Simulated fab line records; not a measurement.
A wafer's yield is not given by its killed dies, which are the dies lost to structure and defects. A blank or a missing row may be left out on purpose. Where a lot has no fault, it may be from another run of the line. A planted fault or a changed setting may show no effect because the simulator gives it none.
Chamber matching    flow gf180mcu    cmp-02 running GF_V2_CMP_26: 4 sister chambers
The step polishes, stops on SiO2, t overpolish 15 s, target thk 0 nm. 20 wafers are shown with their chamber, then 10 later ones without.

== WAFERS PAIRED WITH THEIR CHAMBERS ==
wafer   chamber  motor current A (A)  time to endpoint s (s)  platen rpm (rpm)
L074.1  0        11.9                 77                      59.96
L074.2  3        10.4                 83                      60.05
L074.4  1        12.3                 79                      60.03
L076.1  2        11.3                 78                      60.03
L076.3  1        12.4                 87                      60.00
L076.6  2        10.7                 77                      59.97
L077.2  3        10.5                 88                      60.00
L077.3  2        11.3                 83                      60.07
L077.4  0        11.2                 83                      59.98
L078.1  1        12.0                 83                      59.91
L078.2  0        11.6                 85                      60.00
L078.3  3        10.3                 87                      59.99
L079.1  0        11.5                 76                      59.99
L079.4  3        10.1                 82                      60.05
L079.5  0        11.9                 76                      59.97
L081.2  0        11.8                 81                      60.00
L081.3  1        11.9                 82                      59.99
L081.5  1        11.6                 83                      59.95
L083.1  1        11.5                 74                      59.96
L083.5  0        11.7                 72                      60.02

SIGNATURES (averages over the wafers above)
reading             chamber 0  chamber 1  chamber 2  chamber 3  scatter within a chamber
motor current A     11.657     11.950     11.100     10.325     0.292
time to endpoint s  78.57      81.33      79.33      85.00      4.11
platen rpm          59.9886    59.9733    60.0233    60.0225    0.035
Rule: a wafer lies at a distance from a chamber equal to the root of the sum of squares, over the readings, of (its reading less the chamber's mean, divided by the reading's scatter). If the next closest chamber is less than 2 further off than the closest, the wafer can't be placed; otherwise it belongs to the closest. The scatter: take each reading less its chamber's mean, square it, sum over the shown wafers, divide by the number of wafers less the number of chambers, and take the root.

== WAFERS WITH NO CHAMBER GIVEN ==
wafer   motor current A (A)  time to endpoint s (s)  platen rpm (rpm)
L083.6  10.3                 79                      59.96
L084.4  10.9                 77                      59.98
L084.5  10.0                 84                      59.93
L084.6  10.9                 78                      59.97
L088.2  10.4                 86                      59.98
L088.4  11.5                 82                      60.03
L088.6  11.8                 82                      59.94
L089.2  12.1                 83                      60.06
L089.3  10.8                 75                      60.01
L089.4  11.4                 76                      60.00

== CHAMBER TAKEN BY EACH ==
wafer   from the rows above                in truth
L083.6  can't be placed: 3 or 2            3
L084.4  can't be placed: 2 or 0 or 3       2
L084.5  can't be placed: 3 or 2            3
L084.6  can't be placed: 2 or 0 or 3 or 1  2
L088.2  can't be placed: 3 or 2            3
L088.4  can't be placed: 2 or 0 or 1       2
L088.6  can't be placed: 1 or 0            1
L089.2  can't be placed: 1 or 0 or 2       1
L089.3  can't be placed: 2 or 3 or 0       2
L089.4  can't be placed: 0 or 2 or 1       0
Placed correctly: 0 of 10. Unplaceable from these rows: 10, with the true chamber sitting among the candidates in 10. 0 placed wrongly.
